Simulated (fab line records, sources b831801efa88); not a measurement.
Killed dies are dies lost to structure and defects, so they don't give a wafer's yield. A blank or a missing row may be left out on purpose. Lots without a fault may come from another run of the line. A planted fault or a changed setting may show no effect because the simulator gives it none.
Which tool did it? | flow gf180mcu | 24 lots, 72 wafers sampled, at 5 steps of a route of 602

WHAT THE GAUGES READ, wafer by wafer
GF_MVSD_OVL_MEAS_07. Usual: MVSD_OVL -0.2 nm, standard deviation 1.5.
lot  | measured     | on         | MVSD_OVL (nm)  | flag
L074 | day 4 12:02  | overlay-02 | -0.3 1.7 0.8   |
L075 | day 4 15:35  | overlay-02 | 0.3 -1.6 -0.3  |
L076 | day 4 21:14  | overlay-01 | -0.2 0.4 2.3   |
L077 | day 5 03:05  | overlay-01 | 0.6 1.2 1.0    |
L078 | day 5 09:44  | overlay-01 | -2.1 -0.6 -2.0 |
L079 | day 5 14:56  | overlay-02 | 1.6 0.7 -0.4   |
L080 | day 5 19:34  | overlay-01 | -0.4 -0.5 1.5  |
L081 | day 6 03:44  | overlay-01 | 2.5 -0.1 1.2   |
L082 | day 6 09:41  | overlay-01 | 0.8 -1.9 -0.9  |
L083 | day 6 12:47  | overlay-01 | -1.0 -2.0 -0.3 |
L084 | day 6 20:11  | overlay-01 | 0.3 -0.8 3.0   |
L085 | day 7 02:55  | overlay-02 | -2.6 -2.5 -2.1 |
L086 | day 7 08:26  | overlay-01 | 0.8 1.7 2.1    |
L087 | day 7 15:10  | overlay-02 | -2.0 -5.2 -2.7 |
L088 | day 7 19:56  | overlay-01 | -0.7 -0.9 -1.7 |
L089 | day 8 01:04  | overlay-01 | 1.4 -0.8 0.9   |
L090 | day 8 06:55  | overlay-01 | 1.2 0.1 1.6    |
L091 | day 8 13:02  | overlay-01 | -0.8 1.2 -0.2  |
L092 | day 8 19:14  | overlay-01 | 1.0 0.6 0.7    |
L093 | day 9 00:37  | overlay-01 | -2.3 0.9 -1.2  |
L094 | day 9 07:41  | overlay-02 | -0.4 -1.6 0.7  |
L095 | day 9 10:13  | overlay-02 | -2.2 -2.6 -4.4 |
L096 | day 9 17:16  | overlay-01 | -0.2 0.0 -0.3  |
L097 | day 10 01:20 | overlay-01 | 0.9 -0.6 0.7   |

GF_HV_LDD_OVL_MEAS_20. Usual: HV_LDD_01_OVL -0.5 nm, standard deviation 1.4.
lot  | measured     | on         | HV_LDD_01_OVL (nm) | flag
L074 | day 10 20:17 | overlay-02 | -0.9 -1.1 -3.3     |
L075 | day 11 00:44 | overlay-02 | -0.7 0.8 1.9       |
L076 | day 11 06:26 | overlay-02 | -2.4 0.1 -1.8      |
L077 | day 11 12:58 | overlay-01 | -1.2 -2.5 -1.9     |
L078 | day 11 23:44 | overlay-02 | -2.7 0.7 -1.1      |
L079 | day 12 08:17 | overlay-01 | -2.1 -1.4 -2.6     |
L080 | day 12 15:57 | overlay-02 | 0.0 -1.4 -0.7      |
L081 | day 13 02:54 | overlay-02 | 0.9 1.5 1.1        |
L082 | day 13 09:06 | overlay-01 | 0.1 -0.9 -0.4      |
L083 | day 13 14:50 | overlay-02 | -0.6 -1.3 -1.5     |
L084 | day 14 01:56 | overlay-02 | 0.1 -1.8 0.6       |
L085 | day 14 08:53 | overlay-02 | -1.0 -0.1 0.5      |
L086 | day 14 16:44 | overlay-02 | 0.6 0.0 2.1        |
L087 | day 14 23:59 | overlay-02 | 0.2 1.3 -2.2       |
L088 | day 15 05:54 | overlay-01 | -0.4 0.4 -1.0      |
L089 | day 15 11:56 | overlay-01 | 1.2 0.3 -0.3       |
L090 | day 15 18:38 | overlay-01 | -2.8 -1.6 -3.6     |
L091 | day 16 02:36 | overlay-02 | 1.4 2.0 0.2        |
L092 | day 16 11:33 | overlay-02 | -0.6 0.2 1.0       |
L093 | day 16 19:47 | overlay-02 | -3.1 -0.9 -3.3     |
L094 | day 17 04:47 | overlay-01 | -0.9 -2.6 -0.7     |
L095 | day 17 06:47 | overlay-01 | -0.3 -0.8 0.3      |
L096 | day 17 14:56 | overlay-01 | 1.3 2.8 1.7        |
L097 | day 18 01:15 | overlay-01 | 0.1 0.2 -0.2       |

GF_V5_THK_MEAS_03. Usual: V5_CVD_02_THK 1453 nm, standard deviation 19.
lot  | measured     | on            | V5_CVD_02_THK (nm) | flag
L074 | day 26 07:43 | film_metro-04 | 1441 1439 1431     |
L075 | day 26 13:09 | film_metro-04 | 1425 1419 1440     |
L076 | day 26 23:19 | film_metro-04 | 1436 1460 1461     |
L077 | day 27 02:33 | film_metro-02 | 1428 1451 1456     |
L078 | day 27 15:49 | film_metro-04 | 1457 1453 1461     |
L079 | day 28 01:25 | film_metro-02 | 1419 1426 1455     |
L080 | day 28 07:15 | film_metro-01 | 1455 1432 1474     |
L081 | day 28 18:10 | film_metro-02 | 1435 1460 1451     |
L082 | day 29 00:26 | film_metro-02 | 1437 1450 1464     |
L083 | day 29 05:14 | film_metro-04 | 1442 1453 1446     |
L084 | day 29 17:01 | film_metro-01 | 1451 1467 1476     |
L085 | day 29 22:34 | film_metro-01 | 1446 1460 1473     |
L086 | day 30 05:43 | film_metro-04 | 1440 1469 1449     |
L087 | day 30 11:42 | film_metro-02 | 1425 1410 1454     |
L088 | day 30 18:35 | film_metro-02 | 1466 1456 1448     |
L089 | day 30 21:16 | film_metro-01 | 1453 1485 1483     |
L090 | day 31 01:40 | film_metro-02 | 1445 1463 1474     |
L091 | day 31 12:17 | film_metro-02 | 1465 1480 1496     |
L092 | day 31 21:40 | film_metro-02 | 1439 1457 1476     |
L093 | day 32 00:20 | film_metro-01 | 1455 1498 1491     |
L094 | day 32 05:41 | film_metro-02 | 1460 1458 1481     |
L095 | day 32 06:08 | film_metro-02 | 1427 1414 1435     |
L096 | day 32 11:54 | film_metro-02 | 1453 1486 1489     |
L097 | day 32 20:58 | film_metro-04 | 1429 1465 1458     |

WHICH TOOL RAN EACH LOT (tool, then ch and the chambers of the sampled wafers, then the start)
lot  | GF_VT_IMPLANT_STRIP_09               | GF_V4_STRIP_18
L074 | plasma_asher-04 ch 0,1, day 5 16:25  | plasma_asher-02 ch 0,1, day 24 08:35
L075 | plasma_asher-03 ch 0,1, day 5 21:15  | plasma_asher-04 ch 0,1, day 24 15:08
L076 | plasma_asher-04 ch 0,1, day 6 03:21  | plasma_asher-04 ch 0,1, day 25 01:45
L077 | plasma_asher-03 ch 0,1, day 6 08:33  | plasma_asher-01 ch 0,1, day 25 05:20
L078 | plasma_asher-04 ch 0,1, day 6 15:39  | plasma_asher-02 ch 0,1, day 25 19:35
L079 | plasma_asher-02 ch 0,1, day 6 20:57  | plasma_asher-02 ch 0,1, day 26 05:53
L080 | plasma_asher-02 ch 0,1, day 7 03:21  | plasma_asher-02 ch 0,1, day 26 11:42
L081 | plasma_asher-03 ch 0,1, day 7 11:40  | plasma_asher-01 ch 0,1, day 26 23:35
L082 | plasma_asher-03 ch 0,1, day 7 16:41  | plasma_asher-01 ch 0,1, day 27 06:26
L083 | plasma_asher-02 ch 0,1, day 7 21:23  | plasma_asher-02 ch 0,1, day 27 11:26
L084 | plasma_asher-03 ch 1, day 8 04:39    | plasma_asher-01 ch 0,1, day 28 00:03
L085 | plasma_asher-02 ch 0,1, day 8 12:27  | plasma_asher-04 ch 0,1, day 28 05:32
L086 | plasma_asher-04 ch 0,1, day 8 17:14  | plasma_asher-04 ch 0,1, day 28 12:32
L087 | plasma_asher-03 ch 0,1, day 9 00:27  | plasma_asher-01 ch 0,1, day 28 18:35
L088 | plasma_asher-03 ch 0,1, day 9 06:14  | plasma_asher-01 ch 0,1, day 29 02:14
L089 | plasma_asher-04 ch 0,1, day 9 10:27  | plasma_asher-01 ch 0,1, day 29 06:02
L090 | plasma_asher-03 ch 0,1, day 9 18:01  | plasma_asher-04 ch 0,1, day 29 10:59
L091 | plasma_asher-02 ch 0,1, day 10 00:47 | plasma_asher-02 ch 0,1, day 29 20:59
L092 | plasma_asher-02 ch 0,1, day 10 06:55 | plasma_asher-01 ch 0,1, day 30 06:08
L093 | plasma_asher-04 ch 0,1, day 10 13:02 | plasma_asher-04 ch 0,1, day 30 10:11
L094 | plasma_asher-03 ch 0,1, day 10 20:41 | plasma_asher-02 ch 0,1, day 30 17:05
L095 | plasma_asher-02 ch 0,1, day 10 23:18 | plasma_asher-01 ch 0,1, day 30 17:50
L096 | plasma_asher-04 ch 0, day 11 06:05   | plasma_asher-01 ch 0,1, day 30 22:33
L097 | plasma_asher-02 ch 0,1, day 11 14:02 | plasma_asher-04 ch 0,1, day 31 08:39
- GF_VT_IMPLANT_STRIP_09: strips in O2/N2.
- GF_V4_STRIP_18: strips in O2/N2.

WHAT THE TOOLS THEMSELVES READ (means of the sampled wafers that have a number; where no wafer has one, the mark that the record gives instead)
GF_VT_IMPLANT_STRIP_09. Usual: chamber_pressure_mTorr 1500.0 mTorr, standard deviation 1.4; drypump_motor_current_A 5.51 A, standard deviation 0.26; heater_power_w 336 W, standard deviation 28; oes_product_au 0.716 a.u., standard deviation 0.0047; strip_time_to_endpoint_s 12.64 s, standard deviation 0.039.
lot  | tool            | chamber_pressure_mTorr (mTorr) | drypump_motor_current_A (A) | heater_power_w (W) | oes_product_au (a.u.) | strip_time_to_endpoint_s (s) | flag
L074 | plasma_asher-04 | 1500.9                         | 5.25                        | 317                | 0.714                 | 12.65                        |
L075 | plasma_asher-03 | 1500.2                         | 5.82                        | 364                | 0.716                 | 12.68                        |
L076 | plasma_asher-04 | 1501.5                         | 5.29                        | 310                | 0.714                 | 12.63                        |
L077 | plasma_asher-03 | 1500.5                         | 5.70                        | 345                | 0.717                 | 12.65                        |
L078 | plasma_asher-04 | 1499.0                         | 5.27                        | 315                | 0.719                 | 12.64                        |
L079 | plasma_asher-02 | 1500.1                         | 5.51                        | 320                | 0.718                 | 12.65                        |
L080 | plasma_asher-02 | 1498.9                         | 5.36                        | 342                | 0.715                 | 12.66                        |
L081 | plasma_asher-03 | 1499.8                         | 5.67                        | 343                | 0.712                 | 12.65                        |
L082 | plasma_asher-03 | 1500.5                         | 5.69                        | 348                | 0.716                 | 12.67                        |
L083 | plasma_asher-02 | 1498.8                         | 5.37                        | 339                | 0.713                 | 12.71                        |
L084 | plasma_asher-03 | 1499.0                         | 5.96                        | 390                | 0.712                 | 12.60                        |
L085 | plasma_asher-02 | 1500.8                         | 5.52                        | 324                | 0.717                 | 12.66                        |
L086 | plasma_asher-04 | 1500.8                         | 5.26                        | 318                | 0.719                 | 12.65                        |
L087 | plasma_asher-03 | 1500.5                         | 5.70                        | 340                | 0.715                 | 12.62                        |
L088 | plasma_asher-03 | 1500.8                         | 5.69                        | 349                | 0.713                 | 12.63                        |
L089 | plasma_asher-04 | 1498.9                         | 5.30                        | 314                | 0.714                 | 12.63                        |
L090 | plasma_asher-03 | 1500.2                         | 5.68                        | 352                | 0.712                 | 12.65                        |
L091 | plasma_asher-02 | 1499.6                         | 5.53                        | 326                | 0.719                 | 12.62                        |
L092 | plasma_asher-02 | 1498.8                         | 5.39                        | 343                | 0.710                 | 12.58                        |
L093 | plasma_asher-04 | 1499.1                         | 5.27                        | 318                | 0.718                 | 12.62                        |
L094 | plasma_asher-03 | 1500.7                         | 5.82                        | 368                | 0.723                 | 12.57                        |
L095 | plasma_asher-02 | 1500.8                         | 5.51                        | 324                | 0.720                 | 12.66                        |
L096 | plasma_asher-04 | 1498.8                         | 5.30                        | 310                | 0.717                 | 12.68                        |
L097 | plasma_asher-02 | 1499.8                         | 5.35                        | 338                | 0.713                 | 12.57                        |

GF_V4_STRIP_18. Usual: chamber_pressure_mTorr 1499.9 mTorr, standard deviation 1.3; drypump_motor_current_A 5.55 A, standard deviation 0.28; heater_power_w 318 W, standard deviation 16; oes_product_au 0.593 a.u., standard deviation 0.0047.
lot  | tool            | chamber_pressure_mTorr (mTorr) | drypump_motor_current_A (A) | heater_power_w (W) | oes_product_au (a.u.) | flag
L074 | plasma_asher-02 | 1500.7                         | 5.40                        | 338                | 0.590                 |
L075 | plasma_asher-04 | 1500.0                         | 5.29                        | 317                | 0.594                 |
L076 | plasma_asher-04 | 1500.4                         | 5.26                        | 319                | 0.591                 |
L077 | plasma_asher-01 | 1499.6                         | 5.76                        | 305                | 0.593                 |
L078 | plasma_asher-02 | 1500.3                         | 5.50                        | 326                | 0.594                 |
L079 | plasma_asher-02 | 1500.4                         | 5.49                        | 324                | 0.587                 |
L080 | plasma_asher-02 | 1499.4                         | 5.38                        | 335                | 0.592                 |
L081 | plasma_asher-01 | 1499.4                         | 5.73                        | 311                | 0.591                 |
L082 | plasma_asher-01 | 1499.3                         | 5.87                        | 314                | 0.590                 |
L083 | plasma_asher-02 | 1499.5                         | 5.37                        | 340                | 0.594                 |
L084 | plasma_asher-01 | 1498.9                         | 5.85                        | 318                | 0.595                 |
L085 | plasma_asher-04 | 1499.9                         | 5.29                        | 311                | 0.593                 |
L086 | plasma_asher-04 | 1499.0                         | 5.26                        | 315                | 0.591                 |
L087 | plasma_asher-01 | 1500.0                         | 5.90                        | 311                | 0.590                 |
L088 | plasma_asher-01 | 1500.0                         | 5.88                        | 307                | 0.593                 |
L089 | plasma_asher-01 | 1499.6                         | 5.73                        | 309                | 0.593                 |
L090 | plasma_asher-04 | 1502.2                         | 5.27                        | 321                | 0.590                 |
L091 | plasma_asher-02 | 1500.2                         | 5.36                        | 337                | 0.588                 |
L092 | plasma_asher-01 | 1499.8                         | 5.91                        | 312                | 0.593                 |
L093 | plasma_asher-04 | 1499.4                         | 5.26                        | 319                | 0.596                 |
L094 | plasma_asher-02 | 1500.5                         | 5.48                        | 318                | 0.593                 |
L095 | plasma_asher-01 | 1499.0                         | 5.86                        | 316                | 0.590                 |
L096 | plasma_asher-01 | 1499.8                         | 5.72                        | 307                | 0.591                 |
L097 | plasma_asher-04 | 1499.4                         | 5.27                        | 315                | 0.593                 |

THE ANSWER, worked out from the rows above alone
Rule: a lot is off if the mean of its wafers that have a number lies more than 3 standard deviations from the usual mean. A lot without any number at a reading at which 4 lots or more have one is off too. The other lots that the step has rows for count as sound. The gauges are gone through in route order, then the tools' own readings, and for those a lot's mean is taken as printed above. The first step at which some lot is off is used, and at that step the reading that is off furthest; a lot without a number counts as furthest.
No lot is off at any reading shown: from this, nothing can be told.

WHAT THE SIMULATOR HAD PUT IN
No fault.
